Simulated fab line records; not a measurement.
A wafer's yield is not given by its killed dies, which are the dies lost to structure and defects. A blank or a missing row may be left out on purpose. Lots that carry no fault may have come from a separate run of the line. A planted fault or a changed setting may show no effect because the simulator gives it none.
Matching of chambers || flow gf180mcu || pecvd-04 running GF_SAB_CVD_00: 3 sister chambers
The step deposits SiO2 from TEOS, target thk 50 nm, time 4.9302 s. 3 wafers are shown with their chamber, then 8 later ones without.

== EACH WAFER AND ITS CHAMBER ==
{"wafer": "L492.1", "chamber": 2, "heater power w (W)": 610}
{"wafer": "L499.5", "chamber": 1, "heater power w (W)": 631}
{"wafer": "L510.1", "chamber": 0, "heater power w (W)": 741}

== WAFERS WITH NO CHAMBER GIVEN ==
{"wafer": "L510.2", "heater power w (W)": 692}
{"wafer": "L510.6", "heater power w (W)": 735}
{"wafer": "L509.3", "heater power w (W)": 731}
{"wafer": "L509.5", "heater power w (W)": 720}
{"wafer": "L509.6", "heater power w (W)": 644}
{"wafer": "L511.2", "heater power w (W)": 603}
{"wafer": "L511.3", "heater power w (W)": 755}
{"wafer": "L511.4", "heater power w (W)": 604}

== CHAMBER TAKEN BY EACH ==
{"wafer": "L510.2", "from the rows above": "can't be placed: 0 or 1 or 2", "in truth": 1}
{"wafer": "L510.6", "from the rows above": 0, "in truth": 0}
{"wafer": "L509.3", "from the rows above": 0, "in truth": 0}
{"wafer": "L509.5", "from the rows above": 0, "in truth": 0}
{"wafer": "L509.6", "from the rows above": "can't be placed: 1 or 2", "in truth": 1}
{"wafer": "L511.2", "from the rows above": "can't be placed: 2 or 1", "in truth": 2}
{"wafer": "L511.3", "from the rows above": 0, "in truth": 0}
{"wafer": "L511.4", "from the rows above": "can't be placed: 2 or 1", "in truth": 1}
Correctly placed: 4 of 8. Unplaceable from these rows: 4, with the true chamber sitting among the candidates in 4. Placed wrongly: 0.
How it was worked out, from the rows above alone: a wafer's distance from a chamber is the root of the sum, over the readings, of the square of ((its reading less the chamber's mean) divided by the reading's scatter). If the next closest chamber is less than 2 further off than the closest, the wafer can't be placed; otherwise it belongs to the closest. Each chamber's mean is taken over the wafers shown for it. The scatter (one wafer shown for each chamber): square how far every hidden wafer sits from the nearest shown wafer, average those squares and take the square root.
